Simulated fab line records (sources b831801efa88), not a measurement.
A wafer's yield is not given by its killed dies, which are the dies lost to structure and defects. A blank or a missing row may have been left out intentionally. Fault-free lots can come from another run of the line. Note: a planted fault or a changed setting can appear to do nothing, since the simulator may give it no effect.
What tool caused it? -- flow gf180mcu -- Sampling: 13 lots, 39 wafers, 4 of 602 route steps

## WHAT EACH GAUGE READ, for each wafer
GF_POLY_GATE_OVL_MEAS_11.
lot,measured,on,POLY_GATE_OVL (nm)
L932,day 9 01:29,overlay-01,-4 -7 -2
L933,day 9 09:08,overlay-02,-10 -10 -2
L934,day 9 12:39,overlay-02,-8 -1 -2
L935,day 9 22:22,overlay-01,5 -1 -3
L936,day 10 07:49,overlay-01,-10 -2 -3
L937,day 10 13:00,overlay-02,-2 4 6
L938,day 10 22:15,overlay-01,1 7 9
L939,day 11 06:57,overlay-01,16 10 10
L941,day 12 08:17,overlay-02,-1 -11 -15
L942,day 12 10:28,overlay-02,1 3 -4
L944,day 12 23:54,overlay-01,-1 -3 1
L947,day 13 12:58,overlay-01,-1 0 -4
L948,day 13 23:49,overlay-02,-5 -1 -6

GF_HV_LDD_THK_MEAS_57.
lot,measured,on,HV_LDD_CVD_56_THK (nm)
L932,day 12 08:08,film metro-04,90.9 90.3 90.5
L933,day 12 15:44,film metro-01,90.1 89.6 90.4
L934,day 12 22:48,film metro-04,89.7 88.9 89.6
L935,day 13 05:15,film metro-04,89.8 89.9 89.6
L936,day 13 18:28,film metro-01,90.2 90.0 89.7
L937,day 13 22:40,film metro-04,89.5 90.6 89.4
L938,day 14 09:05,film metro-01,88.8 87.9 88.8
L939,day 14 19:50,film metro-01,89.9 89.8 90.9
L941,day 15 23:59,film metro-01,91.0 92.4 92.2
L942,day 16 03:05,film metro-02,88.0 88.4 88.4
L944,day 16 19:52,film metro-04,90.4 90.6 91.3
L947,day 17 11:34,film metro-04,88.3 89.5 89.2
L948,day 17 22:37,film metro-01,89.4 89.5 90.0

## WHAT TOOL EACH LOT RAN ON (gives the tool, then ch and the chambers of the sampled wafers, and finally the start)
lot,GF_VT_IMPLANT_STRIP_31,GF_HV_LDD_STRIP_37
L932,"plasma asher-02 ch 0,1, day 6 18:25","plasma asher-03 ch 1, day 11 09:43"
L933,"plasma asher-02 ch 0, day 7 00:53","plasma asher-04 ch 0,1, day 11 18:10"
L934,"plasma asher-02 ch 0,1, day 7 05:31","plasma asher-03 ch 0,1, day 11 22:47"
L935,"plasma asher-03 ch 0,1, day 7 13:05","plasma asher-03 ch 0,1, day 12 07:12"
L936,"plasma asher-03 ch 0,1, day 7 22:55","plasma asher-01 ch 0,1, day 12 19:59"
L937,"plasma asher-03 ch 0,1, day 8 03:58","plasma asher-04 ch 0,1, day 13 00:11"
L938,"plasma asher-02 ch 0,1, day 8 09:50","plasma asher-04 ch 0,1, day 13 09:56"
L939,"plasma asher-03 ch 0,1, day 8 18:07","plasma asher-01 ch 0,1, day 13 19:12"
L941,"plasma asher-02 ch 0,1, day 9 20:46","plasma asher-03 ch 0,1, day 14 23:43"
L942,"plasma asher-02 ch 0,1, day 9 21:23","plasma asher-03 ch 0,1, day 15 02:40"
L944,"plasma asher-02 ch 0,1, day 10 09:10","plasma asher-01 ch 0,1, day 15 18:08"
L947,"plasma asher-02 ch 0,1, day 10 20:16","plasma asher-03 ch 0,1, day 16 07:52"
L948,"plasma asher-02 ch 0,1, day 11 06:46","plasma asher-01 ch 0,1, day 16 19:13"
- GF_VT_IMPLANT_STRIP_31: strips in O2/N2.
- GF_HV_LDD_STRIP_37: strips in O2/N2.

## AS READ BY THE TOOLS THEMSELVES (means over the sampled wafers that have a number; for cases with no such wafer, the mark the record gives instead)
GF_VT_IMPLANT_STRIP_31.
lot,tool,chamber pressure mTorr (mTorr),drypump motor current A (A),heater power w (W),oes product au (a.u.),strip time to endpoint s (s)
L932,plasma asher-02,1500.2,5.5,366,0.718,12.62
L933,plasma asher-02,1500.2,5.2,367,0.719,12.67
L934,plasma asher-02,1498.5,5.7,362,0.716,12.60
L935,plasma asher-03,1498.4,6.2,326,0.714,12.63
L936,plasma asher-03,1499.4,6.2,337,0.716,12.66
L937,plasma asher-03,1500.8,6.2,335,0.716,12.61
L938,plasma asher-02,1499.8,5.7,361,0.715,12.63
L939,plasma asher-03,1500.7,6.2,339,0.716,12.67
L941,plasma asher-02,1499.8,5.5,357,0.719,12.60
L942,plasma asher-02,1500.5,5.8,356,0.717,12.62
L944,plasma asher-02,1499.1,5.5,358,0.713,12.63
L947,plasma asher-02,1200.2,5.7,358,0.676,13.58
L948,plasma asher-02,1199.0,5.7,357,0.681,13.54

GF_HV_LDD_STRIP_37.
lot,tool,chamber pressure mTorr (mTorr),drypump motor current A (A),heater power w (W),oes product au (a.u.),strip time to endpoint s (s)
L932,plasma asher-03,1499.7,6.2,353,0.719,12.61
L933,plasma asher-04,1499.5,5.1,296,0.719,12.58
L934,plasma asher-03,1499.3,6.2,324,0.716,12.63
L935,plasma asher-03,1499.8,6.2,339,0.719,12.67
L936,plasma asher-01,1501.0,5.9,379,0.721,12.62
L937,plasma asher-04,1499.0,5.1,297,0.718,12.65
L938,plasma asher-04,1499.9,5.1,297,0.715,12.67
L939,plasma asher-01,1500.5,6.2,382,0.715,12.64
L941,plasma asher-03,1500.7,6.2,324,0.714,12.65
L942,plasma asher-03,1501.3,6.2,327,0.721,12.66
L944,plasma asher-01,1499.9,5.9,377,0.713,12.66
L947,plasma asher-03,1500.5,6.2,335,0.716,12.65
L948,plasma asher-01,1500.3,5.9,372,0.715,12.59

## THE ANSWER, worked out from the rows above alone
Rule: the lots themselves supply what counts as usual. Put in order of their means at a reading, lots are off if they are a third of the lots or fewer, leave a main group of 4 or more, and stand apart from it by a gap of 3 or more times the standard deviation of the main group's means; of several such gaps the widest counts. A main group whose means are all the same, to the digits that the tables above print for the reading, isn't used. Also off: a lot with no number at a reading for which 4 or more lots have one. Where the step has rows for the other lots, those lots are counted as sound. After the gauges, taken in route order, come the tools' own readings; for these a lot's mean is taken, as printed above. The first step at which some lot is off is used, and at that step the reading that is off furthest; a lot without a number counts as furthest.
Off: L947, L948 (GF_VT_IMPLANT_STRIP_31, chamber pressure mTorr). Main group: mean 1499.8 mTorr, sd 0.79.
If a tool, at that step or one of the process steps before it, ran each lot that is off and ran no sound lot following the first of them, it fits. One candidate fits, namely plasma asher-02 at GF_VT_IMPLANT_STRIP_31. Its last sound lot is L944 (day 10 09:10), its first lot that is off L947 (day 10 20:16): a fault that began between those two fits.
The tool's own readings at GF_VT_IMPLANT_STRIP_31 bear it out: on the lots that are off they differ by more than 5 times the standard deviation of the sound lots' means. chamber pressure mTorr reads 1199.6 mTorr there against 1499.8 mTorr on the sound lots; oes product au reads 0.679 a.u. there against 0.716 a.u. on the sound lots; strip time to endpoint s reads 13.56 s there against 12.63 s on the sound lots.

## WHAT THE SIMULATOR PUT IN
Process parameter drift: plasma asher-02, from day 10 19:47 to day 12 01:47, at GF_VT_IMPLANT_STRIP_31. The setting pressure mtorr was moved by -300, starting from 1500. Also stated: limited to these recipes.
Lots struck among those shown: L947, L948. Same finding as the rule above.
